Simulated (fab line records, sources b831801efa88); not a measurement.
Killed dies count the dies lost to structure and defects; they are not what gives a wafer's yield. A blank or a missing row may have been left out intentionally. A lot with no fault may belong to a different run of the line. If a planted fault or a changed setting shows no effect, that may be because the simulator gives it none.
Matching of chambers || flow gf180mcu || pecvd-02 running GF_PASSIVATION_CVD_00: 3 sister chambers
The step deposits SiO2 from TEOS, target thk 1000 nm, time 111.95 s. 6 wafers are shown with their chamber, then 7 later ones without.

EACH WAFER AND ITS CHAMBER
{"wafer": "L990.6", "chamber": 0, "heaterPowerW (W)": 783}
{"wafer": "L993.1", "chamber": 0, "heaterPowerW (W)": 864}
{"wafer": "L993.3", "chamber": 2, "heaterPowerW (W)": 536}
{"wafer": "L993.4", "chamber": 1, "heaterPowerW (W)": 612}
{"wafer": "L997.1", "chamber": 2, "heaterPowerW (W)": 542}
{"wafer": "L997.3", "chamber": 1, "heaterPowerW (W)": 592}

WAFERS MISSING THEIR CHAMBER
{"wafer": "L997.6", "heaterPowerW (W)": 641}
{"wafer": "L998.2", "heaterPowerW (W)": 623}
{"wafer": "L998.3", "heaterPowerW (W)": 735}
{"wafer": "L998.4", "heaterPowerW (W)": 500}
{"wafer": "L999.3", "heaterPowerW (W)": 583}
{"wafer": "L999.4", "heaterPowerW (W)": 794}
{"wafer": "L999.5", "heaterPowerW (W)": 616}

THE CHAMBER EACH PASSED THROUGH
{"wafer": "L997.6", "from the rows above": "can't be placed: 1 or 2", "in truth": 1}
{"wafer": "L998.2", "from the rows above": "can't be placed: 1 or 2", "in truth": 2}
{"wafer": "L998.3", "from the rows above": "can't be placed: 0 or 1", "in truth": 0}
{"wafer": "L998.4", "from the rows above": "can't be placed: 2 or 1", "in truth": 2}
{"wafer": "L999.3", "from the rows above": "can't be placed: 1 or 2", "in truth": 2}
{"wafer": "L999.4", "from the rows above": 0, "in truth": 0}
{"wafer": "L999.5", "from the rows above": "can't be placed: 1 or 2", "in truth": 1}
1 of 7 placed correctly. Can't be placed from these rows: 6 (the true chamber is among the candidates in 6). 0 placed wrongly.
How it was worked out, from the rows above alone: a wafer's distance from a chamber is the root of the sum, over the readings, of the square of ((its reading less the chamber's mean) divided by the reading's scatter). If the next closest chamber is less than 2 further off than the closest, the wafer can't be placed; otherwise it belongs to the closest. Each chamber's mean is taken over the wafers shown for it. The scatter: the root of (the sum of the squares of (reading less its chamber's mean) over the shown wafers, divided by (wafers less chambers)).
